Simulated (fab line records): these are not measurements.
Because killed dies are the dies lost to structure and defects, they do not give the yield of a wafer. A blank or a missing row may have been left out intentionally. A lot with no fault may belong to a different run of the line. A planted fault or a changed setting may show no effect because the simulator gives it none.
Which of the tools did it?    flow sky130    13 lots, 39 wafers sampled, at 7 steps of a route of 708

## WHAT THE GAUGES SHOWED, per wafer
SKY_VT_ADJUST_NCORE_CD_MEAS_07 targets a cd of 380 nm.
lot   measured      on         cd nm (nm)
L349  day 8 19:56   cd sem-01  379.0 377.0 376.2
L350  day 9 00:41   cd sem-01  382.5 384.1 380.5
L351  day 9 06:06   cd sem-01  377.4 376.4 377.4
L353  day 10 02:58  cd sem-01  382.6 382.4 383.7
L354  day 10 06:46  cd sem-01  387.1 387.2 385.3
L355  day 10 15:23  cd sem-02  - - -
L357  day 11 06:54  cd sem-02  380.0 381.4 381.5
L362  day 12 13:31  cd sem-02  374.4 376.3 375.6
L363  day 12 21:43  cd sem-02  381.3 381.9 383.5
L365  day 13 22:32  cd sem-02  376.6 374.8 373.6
L367  day 14 05:34  cd sem-02  378.6 377.8 377.0
L368  day 14 09:19  cd sem-02  381.0 382.1 380.9
L370  day 15 03:16  cd sem-02  375.9 377.0 375.7

SKY_VT_ADJUST_NCORE_TW_MEAS_11.
lot   measured      on             VT_ADJUST_NCORE_TW
L349  day 8 20:20   film metro-03  224 224 222
L350  day 9 01:05   film metro-04  217 216 217
L351  day 9 06:29   film metro-04  215 216 215
L353  day 10 03:22  film metro-04  215 217 218
L354  day 10 07:10  film metro-04  216 216 217
L355  day 10 15:47  film metro-04  30 30 30
L357  day 11 07:19  film metro-04  218 218 218
L362  day 12 13:55  film metro-04  217 218 219
L363  day 12 22:07  film metro-02  222 222 223
L365  day 13 22:57  film metro-04  217 218 218
L367  day 14 05:58  film metro-04  216 216 216
L368  day 14 09:44  film metro-04  215 216 218
L370  day 15 03:39  film metro-04  216 217 217

SKY_VT_ADJUST_HVTR_TW_MEAS_11.
lot   measured      on             VT_ADJUST_HVTR_TW
L349  day 9 18:38   film metro-04  208.7 208.3 208.0
L350  day 9 23:17   film metro-04  207.5 208.0 207.1
L351  day 10 04:56  film metro-01  209.6 208.8 209.4
L353  day 11 02:14  film metro-03  214.8 215.0 215.4
L354  day 11 07:13  film metro-01  210.4 211.5 211.3
L355  day 11 15:53  film metro-03  267.9 269.2 267.9
L357  day 12 07:13  film metro-04  210.2 209.1 209.5
L362  day 13 14:11  film metro-01  211.9 211.3 210.8
L363  day 13 23:11  film metro-03  215.3 215.0 213.6
L365  day 15 00:52  film metro-04  208.2 208.5 208.7
L367  day 15 08:28  film metro-01  212.6 214.2 212.6
L368  day 15 12:20  film metro-04  209.2 209.2 209.1
L370  day 16 06:46  film metro-01  211.6 211.0 212.3

## WHAT TOOL EACH LOT RAN ON (gives the tool, then ch and the chambers of the sampled wafers, and finally the start)
lot   SKY_NWELL_RTA_28                  SKY_VT_ADJUST_HVTP_STRIP_10           SKY_VT_ADJUST_LVTN_STRIP_20           SKY_VT_ADJUST_NCORE_EXPOSE_04
L349  rtp anneal-01 ch 0, day 5 13:49   plasma asher-04 ch 0,1, day 6 07:37   plasma asher-01 ch 1, day 7 22:59     iline stepper-02 ch 0, day 8 09:37
L350  rtp anneal-02 ch 0, day 5 18:23   plasma asher-03 ch 0,1, day 6 12:54   plasma asher-04 ch 0,1, day 8 03:37   iline stepper-02 ch 0, day 8 14:17
L351  rtp anneal-01 ch 0, day 5 23:23   plasma asher-04 ch 0,1, day 6 17:33   plasma asher-01 ch 0,1, day 8 09:13   iline stepper-02 ch 0, day 8 19:56
L353  rtp anneal-01 ch 0, day 6 14:59   plasma asher-02 ch 0,1, day 7 11:26   plasma asher-04 ch 0,1, day 9 04:58   iline stepper-02 ch 0, day 9 16:39
L354  rtp anneal-02 ch 0, day 6 17:37   plasma asher-04 ch 0, day 7 13:38     plasma asher-03 ch 0,1, day 9 08:04   iline stepper-01 ch 0, day 9 19:54
L355  rtp anneal-01 ch 0, day 7 00:59   plasma asher-04 ch 0,1, day 7 21:18   plasma asher-01 ch 0,1, day 9 17:01   iline stepper-02 ch 0, day 10 03:47
L357  rtp anneal-01 ch 0, day 7 13:48   plasma asher-02 ch 0,1, day 8 10:55   plasma asher-04 ch 0,1, day 10 07:14  iline stepper-02 ch 0, day 10 19:40
L362  rtp anneal-02 ch 0, day 8 18:10   plasma asher-04 ch 0,1, day 9 17:07   plasma asher-04 ch 0,1, day 11 14:05  iline stepper-01 ch 0, day 12 01:50
L363  rtp anneal-01 ch 0, day 9 01:07   plasma asher-02 ch 0,1, day 9 23:28   plasma asher-03 ch 0,1, day 11 22:17  iline stepper-01 ch 0, day 12 09:57
L365  rtp anneal-01 ch 0, day 9 23:04   plasma asher-03 ch 0,1, day 10 22:43  plasma asher-01 ch 0,1, day 12 22:08  iline stepper-02 ch 0, day 13 10:14
L367  rtp anneal-02 ch 0, day 10 06:05  plasma asher-04 ch 0,1, day 11 06:13  plasma asher-01 ch 0,1, day 13 04:50  iline stepper-02 ch 0, day 13 16:52
L368  rtp anneal-01 ch 0, day 10 10:13  plasma asher-04 ch 0,1, day 11 09:35  plasma asher-03 ch 0,1, day 13 08:32  iline stepper-02 ch 0, day 13 20:46
L370  rtp anneal-02 ch 0, day 11 00:18  plasma asher-02 ch 0,1, day 11 23:46  plasma asher-04 ch 0,1, day 14 01:23  iline stepper-02 ch 0, day 14 13:56
- SKY_NWELL_RTA_28: time 30 s.
- SKY_VT_ADJUST_HVTP_STRIP_10: strips in O2/N2.
- SKY_VT_ADJUST_LVTN_STRIP_20: strips in O2/N2.
- SKY_VT_ADJUST_NCORE_EXPOSE_04: exposes mask LVTN COMPLEMENT THIN, target cd 380 nm.

## WHAT THE TOOLS THEMSELVES READ (means of the sampled wafers that have a number; where no wafer has one, the mark that the record gives instead)
SKY_NWELL_RTA_28.
lot   tool           chamber o2 ppm  lamp power pct (%)  wafer_temp_C_max
L349  rtp anneal-01  2.009           25.27               1055.0
L350  rtp anneal-02  1.987           25.26               1054.8
L351  rtp anneal-01  2.004           25.32               1054.3
L353  rtp anneal-01  1.975           25.30               1056.5
L354  rtp anneal-02  1.962           25.35               1054.6
L355  rtp anneal-01  2.019           25.31               1054.7
L357  rtp anneal-01  1.986           25.31               1054.7
L362  rtp anneal-02  2.004           25.27               1054.7
L363  rtp anneal-01  2.014           25.29               1054.9
L365  rtp anneal-01  1.991           25.32               1054.7
L367  rtp anneal-02  1.969           25.32               1054.4
L368  rtp anneal-01  1.996           25.32               1054.2
L370  rtp anneal-02  2.004           25.25               1054.8

SKY_VT_ADJUST_HVTP_STRIP_10.
lot   tool             drypump motor current A (A)  oes product au (a.u.)  strip time to endpoint s (s)
L349  plasma asher-04  5.8                          0.716                  14.21
L350  plasma asher-03  6.2                          0.713                  14.18
L351  plasma asher-04  5.9                          0.716                  14.18
L353  plasma asher-02  5.8                          0.715                  14.17
L354  plasma asher-04  5.8                          0.714                  14.22
L355  plasma asher-04  5.9                          0.713                  14.26
L357  plasma asher-02  5.8                          0.718                  14.19
L362  plasma asher-04  5.9                          0.712                  14.17
L363  plasma asher-02  5.8                          0.718                  14.15
L365  plasma asher-03  6.2                          0.716                  14.22
L367  plasma asher-04  5.9                          0.721                  14.21
L368  plasma asher-04  5.8                          0.716                  14.20
L370  plasma asher-02  5.5                          0.715                  14.17

SKY_VT_ADJUST_LVTN_STRIP_20.
lot   tool             drypump motor current A (A)  oes product au (a.u.)  strip time to endpoint s (s)
L349  plasma asher-01  5.5                          0.715                  14.18
L350  plasma asher-04  5.8                          0.719                  14.20
L351  plasma asher-01  5.4                          0.714                  14.14
L353  plasma asher-04  5.8                          0.716                  14.16
L354  plasma asher-03  6.2                          0.718                  14.19
L355  plasma asher-01  5.4                          0.717                  14.14
L357  plasma asher-04  5.8                          0.718                  14.17
L362  plasma asher-04  5.8                          0.714                  14.19
L363  plasma asher-03  6.2                          0.715                  14.16
L365  plasma asher-01  5.4                          0.713                  14.14
L367  plasma asher-01  5.4                          0.715                  14.19
L368  plasma asher-03  6.2                          0.718                  14.14
L370  plasma asher-04  5.8                          0.717                  14.10

## THE ANSWER, worked out from the rows above alone
Rule: the lots themselves supply what counts as usual. The widest of any qualifying gaps counts: lots, ordered by their means at a reading, are off when they make up no more than a third of the lots, leave a main group of 4 or more, and stand apart from it by 3 or more times the standard deviation of that group's means. A main group is skipped when, at the precision printed for the reading in the tables above, its means are all equal. A lot without any number at a reading at which 4 lots or more have one is off too. All remaining lots with rows at the step are treated as sound. Order of review: gauges by route order, followed by the tools' own readings, for which a lot's mean as printed above is used. At the first step where some lot is off, the reading lying furthest off is the one used; lots without a number count as furthest.
Off, at SKY_VT_ADJUST_NCORE_CD_MEAS_07 on cd nm: L355. Without a number there: L355. Mean 379.6 nm and standard deviation 3.5 in the main group.
A tool fits if, at a process step before that reading, it ran every lot that is off, and no sound lot after the first of them. The gauges at SKY_VT_ADJUST_NCORE_CD_MEAS_07 aren't tried: what is off there is off at SKY_VT_ADJUST_NCORE_TW_MEAS_11 too, on other tools, and a gauge's error can't cause that. None of those tried fits.

## WHAT THE SIMULATOR PUT IN
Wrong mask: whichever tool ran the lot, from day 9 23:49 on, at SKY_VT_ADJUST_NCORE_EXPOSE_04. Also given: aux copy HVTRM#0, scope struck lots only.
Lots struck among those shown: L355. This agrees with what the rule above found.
